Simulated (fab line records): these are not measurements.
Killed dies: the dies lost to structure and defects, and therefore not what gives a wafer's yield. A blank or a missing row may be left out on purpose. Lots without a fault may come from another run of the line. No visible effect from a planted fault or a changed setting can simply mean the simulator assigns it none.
Chamber matching :: flow sky130 :: SKY_SONOS_ONO_ETCH_15 on rie-diel-03 has 4 sister chambers
The step etches the open film in CHF3/O2, target depth 19.52 nm, time 7.8 s. 7 wafers are shown with their chamber, then 7 later ones without.

== WAFERS WITH THEIR CHAMBER ==
wafer: L079.4
chamber: 0
oes-product-au (a.u.): 0.972
throttle-valve-pct (%): 8.819

wafer: L079.6
chamber: 3
oes-product-au (a.u.): 0.997
throttle-valve-pct (%): 8.828

wafer: L081.2
chamber: 3
oes-product-au (a.u.): 1.014
throttle-valve-pct (%): 8.819

wafer: L081.4
chamber: 2
oes-product-au (a.u.): 0.993
throttle-valve-pct (%): 8.814

wafer: L081.6
chamber: 0
oes-product-au (a.u.): 0.975
throttle-valve-pct (%): 8.814

wafer: L087.1
chamber: 1
oes-product-au (a.u.): 1.026
throttle-valve-pct (%): 8.822

wafer: L087.4
chamber: 2
oes-product-au (a.u.): 0.983
throttle-valve-pct (%): 8.833

== WAFERS MISSING THEIR CHAMBER ==
wafer: L087.6
oes-product-au (a.u.): 1.032
throttle-valve-pct (%): 8.846

wafer: L088.3
oes-product-au (a.u.): 1.026
throttle-valve-pct (%): 8.837

wafer: L088.5
oes-product-au (a.u.): 1.029
throttle-valve-pct (%): 8.852

wafer: L088.6
oes-product-au (a.u.): 0.985
throttle-valve-pct (%): 8.823

wafer: L096.1
oes-product-au (a.u.): 1.003
throttle-valve-pct (%): 8.818

wafer: L096.2
oes-product-au (a.u.): 0.991
throttle-valve-pct (%): 8.814

wafer: L096.3
oes-product-au (a.u.): 0.990
throttle-valve-pct (%): 8.822

== WHICH CHAMBER EACH ONE RAN IN ==
wafer: L087.6
from the rows above: can't be placed: 1 or 3
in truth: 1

wafer: L088.3
from the rows above: can't be placed: 1 or 3
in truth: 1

wafer: L088.5
from the rows above: can't be placed: 1 or 3
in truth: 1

wafer: L088.6
from the rows above: can't be placed: 2 or 0
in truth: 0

wafer: L096.1
from the rows above: can't be placed: 3 or 2
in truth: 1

wafer: L096.2
from the rows above: can't be placed: 2 or 3 or 0
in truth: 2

wafer: L096.3
from the rows above: can't be placed: 2 or 3 or 0
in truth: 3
Correct placement for 0 of the 7. These rows do not allow placing 7 (true chamber among the candidates in 6). 0 placed wrongly.
How it was worked out, from the rows above alone: a wafer's distance from a chamber is the root of the sum, over the readings, of the square of ((its reading less the chamber's mean) divided by the reading's scatter). If the next closest chamber is less than 2 further off than the closest, the wafer can't be placed; otherwise it belongs to the closest. For every chamber, the mean is computed from those of its wafers that are shown. The scatter is the square root of a quotient: the sum, over the shown wafers, of each reading's squared deviation from its chamber's mean, divided by wafers minus chambers.
